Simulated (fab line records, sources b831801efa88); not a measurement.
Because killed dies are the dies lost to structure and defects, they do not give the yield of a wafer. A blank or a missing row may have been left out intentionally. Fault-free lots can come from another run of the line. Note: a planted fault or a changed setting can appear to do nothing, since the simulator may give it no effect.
Chamber matching    flow sky130    cmp-01 running SKY_LI_CONTACT_CMP_24: 4 sister chambers
The step polishes, stops on PSG, t overpolish 20 s, target thk 0 nm. 18 wafers are shown with their chamber, then 9 later ones without.

WAFERS PAIRED WITH THEIR CHAMBERS
wafer   chamber  motor-current-A (A)  time-to-endpoint-s (s)  overpolish-run-s (s)
L208.1  0        10.7                 92                      20.003
L208.2  3        9.8                  96                      20.013
L208.3  2        10.6                 97                      20.012
L211.1  1        11.2                 101                     20.002
L211.3  0        11.1                 91                      20.010
L211.5  0        10.4                 94                      20.010
L215.1  2        10.7                 101                     20.005
L215.3  3        9.3                  97                      20.005
L215.4  0        10.5                 92                      19.997
L217.1  1        12.1                 99                      20.006
L217.4  3        9.4                  98                      19.995
L217.6  0        10.6                 92                      20.010
L218.1  0        10.8                 89                      19.999
L218.2  3        9.8                  103                     20.010
L218.5  3        9.5                  95                      20.001
L219.4  2        10.8                 101                     20.000
L219.5  0        10.7                 92                      19.993
L219.6  3        9.8                  97                      19.992

SIGNATURES, as means of the wafers listed above
reading             chamber 0  chamber 1  chamber 2  chamber 3  scatter within a chamber
motor-current-A     10.686     11.650     10.700     9.600      0.266
time-to-endpoint-s  91.71      100.00     99.67      97.67      2.16
overpolish-run-s    20.00314   20.00400   20.00567   20.00267   0.00718
Rule: for each reading, subtract the chamber's mean from the wafer's reading, divide by that reading's scatter and square the result; add these up over the readings and take the root, which gives the wafer's distance from the chamber. If the next closest chamber is less than 2 further off than the closest, the wafer can't be placed; otherwise it belongs to the closest. The scatter: the root of (the sum of the squares of (reading less its chamber's mean) over the shown wafers, divided by (wafers less chambers)).

WAFERS WHOSE CHAMBER IS MISSING
wafer   motor-current-A (A)  time-to-endpoint-s (s)  overpolish-run-s (s)
L224.3  9.2                  104                     20.003
L224.5  12.2                 100                     20.004
L224.6  10.9                 103                     20.001
L227.2  12.5                 99                      19.993
L227.3  11.1                 90                      19.988
L227.6  9.6                  98                      19.982
L228.2  10.4                 102                     20.000
L228.4  10.4                 96                      19.988
L228.6  11.1                 89                      19.986

CHAMBER TAKEN BY EACH
wafer   from the rows above           in truth
L224.3  3                             3
L224.5  1                             1
L224.6  can't be placed: 2 or 1       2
L227.2  1                             1
L227.3  0                             0
L227.6  3                             3
L228.2  can't be placed: 2 or 3       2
L228.4  can't be placed: 0 or 2 or 3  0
L228.6  0                             0
Placed correctly: 6 of 9. These rows do not allow placing 3 (true chamber among the candidates in 3). 0 placed wrongly.
